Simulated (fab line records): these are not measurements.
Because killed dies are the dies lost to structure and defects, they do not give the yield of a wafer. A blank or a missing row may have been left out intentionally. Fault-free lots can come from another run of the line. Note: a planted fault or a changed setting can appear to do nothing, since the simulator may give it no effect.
Matching of chambers -- flow gf180mcu -- 4 sister chambers for GF_V5_CMP_26 on cmp-02
The step polishes, stops on SiO2, t overpolish 15 s, target thk 0 nm. 14 wafers are shown with their chamber, then 7 later ones without.

WAFERS, EACH WITH ITS CHAMBER
wafer,chamber,motor_current_A (A),time_to_endpoint_s (s),head_pressure_psi (psi)
L603.2,3,8.9,83,3.507
L603.4,2,10.5,90,3.499
L603.6,1,10.0,90,3.509
L604.3,2,10.4,87,3.511
L604.5,0,10.9,93,3.497
L604.6,3,9.5,82,3.518
L605.2,0,11.2,96,3.497
L605.3,2,10.1,84,3.499
L605.6,0,11.6,93,3.499
L613.3,0,11.8,89,3.488
L613.5,0,11.0,90,3.492
L613.6,1,10.1,86,3.505
L622.2,0,12.3,86,3.496
L622.4,1,10.1,83,3.491

SIGNATURES (averages over the wafers above)
reading,chamber 0,chamber 1,chamber 2,chamber 3,scatter within a chamber
motor_current_A,11.467,10.067,10.333,9.200,0.413
time_to_endpoint_s,91.17,86.33,87.00,82.50,3.26
head_pressure_psi,3.49483,3.50167,3.50300,3.51250,0.00647
Rule: a wafer lies at a distance from a chamber equal to the root of the sum of squares, over the readings, of (its reading less the chamber's mean, divided by the reading's scatter). The wafer belongs to the nearest chamber; if the next one is less than 2 further off, it can't be placed. The scatter: the root of (the sum of the squares of (reading less its chamber's mean) over the shown wafers, divided by (wafers less chambers)).

WAFERS WITHOUT THEIR CHAMBER
wafer,motor_current_A (A),time_to_endpoint_s (s),head_pressure_psi (psi)
L622.5,9.7,78,3.499
L624.1,10.1,83,3.508
L624.3,9.6,85,3.496
L624.4,9.2,79,3.496
L625.4,9.7,84,3.496
L625.5,9.5,85,3.495
L625.6,11.5,88,3.501

WHICH CHAMBER EACH WENT THROUGH
wafer,from the rows above,in truth
L622.5,can't be placed: 1 or 3 or 2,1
L624.1,can't be placed: 1 or 2 or 3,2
L624.3,can't be placed: 1 or 2 or 3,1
L624.4,can't be placed: 3 or 1 or 2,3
L625.4,can't be placed: 1 or 2 or 3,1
L625.5,can't be placed: 1 or 2 or 3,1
L625.6,can't be placed: 0 or 2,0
Placed correctly: 0 of 7. Unplaceable from these rows: 7, with the true chamber sitting among the candidates in 7. Number placed wrongly: 0.
